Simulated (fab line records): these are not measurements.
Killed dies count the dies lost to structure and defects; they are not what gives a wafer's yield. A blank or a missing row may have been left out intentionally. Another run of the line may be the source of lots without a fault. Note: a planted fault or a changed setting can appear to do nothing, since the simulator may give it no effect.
What tool caused it? :: flow sky130 :: 33 wafers from 11 lots sampled at 4 of the route's 708 steps

## WHAT THE GAUGES READ, wafer by wafer
SKY_CONTACT_THK_MEAS_26: measures by xrf. Usual: CONTACT_W_THK gives 330 nm (standard deviation 6).
lot: L730
measured: day 32 04:34
on: filmMetro-04
CONTACT_W_THK (nm): 324 322 327
flag: 

lot: L734
measured: day 33 21:09
on: filmMetro-04
CONTACT_W_THK (nm): 326 322 324
flag: 

lot: L733
measured: day 33 23:52
on: filmMetro-04
CONTACT_W_THK (nm): 315 316 322
flag: 

lot: L735
measured: day 34 05:20
on: filmMetro-02
CONTACT_W_THK (nm): 330 327 335
flag: 

lot: L742
measured: day 36 09:17
on: filmMetro-02
CONTACT_W_THK (nm): 333 331 328
flag: 

lot: L746
measured: day 37 03:50
on: filmMetro-02
CONTACT_W_THK (nm): 332 335 335
flag: 

lot: L747
measured: day 37 16:39
on: filmMetro-03
CONTACT_W_THK (nm): 336 336 337
flag: 

lot: L748
measured: day 38 00:19
on: filmMetro-04
CONTACT_W_THK (nm): 326 328 323
flag: 

lot: L749
measured: day 38 01:07
on: filmMetro-04
CONTACT_W_THK (nm): 323 326 321
flag: 

lot: L750
measured: day 38 06:40
on: filmMetro-03
CONTACT_W_THK (nm): 328 338 330
flag: 

lot: L751
measured: day 38 16:20
on: filmMetro-03
CONTACT_W_THK (nm): 336 331 334
flag: 

SKY_METAL1_THK_MEAS_06: measures by xrf. Usual: METAL1_ALCU_THK gives 244 nm (standard deviation 3.4).
lot: L730
measured: day 32 05:14
on: filmMetro-03
METAL1_ALCU_THK (nm): 244 241 243
flag: 

lot: L734
measured: day 33 21:46
on: filmMetro-01
METAL1_ALCU_THK (nm): 242 246 243
flag: 

lot: L733
measured: day 34 00:29
on: filmMetro-02
METAL1_ALCU_THK (nm): 241 246 245
flag: 

lot: L735
measured: day 34 05:57
on: filmMetro-01
METAL1_ALCU_THK (nm): 241 244 245
flag: 

lot: L742
measured: day 36 09:55
on: filmMetro-03
METAL1_ALCU_THK (nm): 236 238 243
flag: 

lot: L746
measured: day 37 04:28
on: filmMetro-01
METAL1_ALCU_THK (nm): 286 280 288
flag: OFF

lot: L747
measured: day 37 17:16
on: filmMetro-01
METAL1_ALCU_THK (nm): 275 279 279
flag: OFF

lot: L748
measured: day 38 00:56
on: filmMetro-01
METAL1_ALCU_THK (nm): 282 278 281
flag: OFF

lot: L749
measured: day 38 01:44
on: filmMetro-03
METAL1_ALCU_THK (nm): 241 245 246
flag: 

lot: L750
measured: day 38 07:17
on: filmMetro-01
METAL1_ALCU_THK (nm): 243 240 243
flag: 

lot: L751
measured: day 38 16:58
on: filmMetro-03
METAL1_ALCU_THK (nm): 246 241 241
flag: 

## TOOL THAT RAN EACH LOT (tool first, then ch and the chambers of the sampled wafers, then the start)
lot: L730
SKY_CONTACT_CVD_00: pecvd-02 ch 1,2, day 30 22:59
SKY_METAL1_SPUTTER_04: pvdSputter-03, day 32 05:01

lot: L734
SKY_CONTACT_CVD_00: pecvd-01 ch 1,2, day 32 18:43
SKY_METAL1_SPUTTER_04: pvdSputter-01, day 33 21:35

lot: L733
SKY_CONTACT_CVD_00: pecvd-02 ch 0,1,2, day 32 21:44
SKY_METAL1_SPUTTER_04: pvdSputter-04, day 34 00:17

lot: L735
SKY_CONTACT_CVD_00: pecvd-01 ch 2, day 33 01:26
SKY_METAL1_SPUTTER_04: pvdSputter-04, day 34 05:46

lot: L742
SKY_CONTACT_CVD_00: pecvd-04 ch 0,1,2, day 35 05:09
SKY_METAL1_SPUTTER_04: pvdSputter-04, day 36 09:45

lot: L746
SKY_CONTACT_CVD_00: pecvd-01 ch 0,1,2, day 36 00:23
SKY_METAL1_SPUTTER_04: pvdSputter-04, day 37 04:16

lot: L747
SKY_CONTACT_CVD_00: pecvd-01 ch 0,1,2, day 36 13:15
SKY_METAL1_SPUTTER_04: pvdSputter-04, day 37 17:05

lot: L748
SKY_CONTACT_CVD_00: pecvd-02 ch 0,1, day 36 20:31
SKY_METAL1_SPUTTER_04: pvdSputter-01, day 38 00:45

lot: L749
SKY_CONTACT_CVD_00: pecvd-04 ch 1,2, day 36 21:40
SKY_METAL1_SPUTTER_04: pvdSputter-04, day 38 01:34

lot: L750
SKY_CONTACT_CVD_00: pecvd-01 ch 0,1, day 37 03:07
SKY_METAL1_SPUTTER_04: pvdSputter-04, day 38 07:07

lot: L751
SKY_CONTACT_CVD_00: pecvd-01 ch 1,2, day 37 13:19
SKY_METAL1_SPUTTER_04: pvdSputter-01, day 38 16:46
- SKY_CONTACT_CVD_00: deposits Si3N4, target thk 75 nm.
- SKY_METAL1_SPUTTER_04: material TiN, target thk 70 nm, time 58.3 s.

## AS READ BY THE TOOLS THEMSELVES (means over the sampled wafers that have a number; for cases with no such wafer, the mark the record gives instead)
SKY_CONTACT_CVD_00. Usual: heaterPowerW reads 663 W (standard deviation 110).
lot: L730
tool: pecvd-02
heaterPowerW (W): 716
flag: 

lot: L734
tool: pecvd-01
heaterPowerW (W): 569
flag: 

lot: L733
tool: pecvd-02
heaterPowerW (W): 784
flag: 

lot: L735
tool: pecvd-01
heaterPowerW (W): 611
flag: 

lot: L742
tool: pecvd-04
heaterPowerW (W): 746
flag: 

lot: L746
tool: pecvd-01
heaterPowerW (W): 518
flag: 

lot: L747
tool: pecvd-01
heaterPowerW (W): 607
flag: 

lot: L748
tool: pecvd-02
heaterPowerW (W): 765
flag: 

lot: L749
tool: pecvd-04
heaterPowerW (W): 715
flag: 

lot: L750
tool: pecvd-01
heaterPowerW (W): 589
flag: 

lot: L751
tool: pecvd-01
heaterPowerW (W): 509
flag: 

SKY_METAL1_SPUTTER_04. Usual: cathodeDcPowerW 6500.0 W, standard deviation 1.3; chamberPressurePa 0.3999 Pa, standard deviation 0.00087; throttleValvePct 29.8 %, standard deviation 0.83.
lot: L730
tool: pvdSputter-03
cathodeDcPowerW (W): 6500.0
chamberPressurePa (Pa): 0.3999
throttleValvePct (%): 30.0
flag: 

lot: L734
tool: pvdSputter-01
cathodeDcPowerW (W): 6500.2
chamberPressurePa (Pa): 0.4002
throttleValvePct (%): 29.2
flag: 

lot: L733
tool: pvdSputter-04
cathodeDcPowerW (W): 6500.5
chamberPressurePa (Pa): 0.4005
throttleValvePct (%): 29.2
flag: 

lot: L735
tool: pvdSputter-04
cathodeDcPowerW (W): 6500.1
chamberPressurePa (Pa): 0.3999
throttleValvePct (%): 29.8
flag: 

lot: L742
tool: pvdSputter-04
cathodeDcPowerW (W): 6501.1
chamberPressurePa (Pa): 0.4004
throttleValvePct (%): 30.0
flag: 

lot: L746
tool: pvdSputter-04
cathodeDcPowerW (W): -
chamberPressurePa (Pa): -
throttleValvePct (%): -
flag: OFF

lot: L747
tool: pvdSputter-04
cathodeDcPowerW (W): -
chamberPressurePa (Pa): -
throttleValvePct (%): -
flag: OFF

lot: L748
tool: pvdSputter-01
cathodeDcPowerW (W): -
chamberPressurePa (Pa): -
throttleValvePct (%): -
flag: OFF

lot: L749
tool: pvdSputter-04
cathodeDcPowerW (W): 6500.9
chamberPressurePa (Pa): 0.4011
throttleValvePct (%): 29.4
flag: 

lot: L750
tool: pvdSputter-04
cathodeDcPowerW (W): 6498.3
chamberPressurePa (Pa): 0.3994
throttleValvePct (%): 30.2
flag: 

lot: L751
tool: pvdSputter-01
cathodeDcPowerW (W): 6500.3
chamberPressurePa (Pa): 0.3994
throttleValvePct (%): 29.2
flag: 

## THE ANSWER, worked out from the rows above alone
Rule: lot off if the mean of its wafers having a number is beyond 3 standard deviations from the usual mean. A lot without any number at a reading at which 4 lots or more have one is off too. The other lots that the step has rows for count as sound. After the gauges, taken in route order, come the tools' own readings; for these a lot's mean is taken, as printed above. The first step at which some lot is off is used, and at that step the reading that is off furthest; a lot without a number counts as furthest.
Off: L746, L747, L748, at SKY_METAL1_THK_MEAS_06 (METAL1_ALCU_THK).
A tool fits if, at a process step before that reading, it ran every lot that is off, and no sound lot after the first of them. Not tried: the gauges at SKY_METAL1_THK_MEAS_06; whatever is off there is also off at SKY_METAL1_SPUTTER_04, on other tools, and gauge error can't account for it. No candidate that was tried fits.

## WHAT THE SIMULATOR PUT IN
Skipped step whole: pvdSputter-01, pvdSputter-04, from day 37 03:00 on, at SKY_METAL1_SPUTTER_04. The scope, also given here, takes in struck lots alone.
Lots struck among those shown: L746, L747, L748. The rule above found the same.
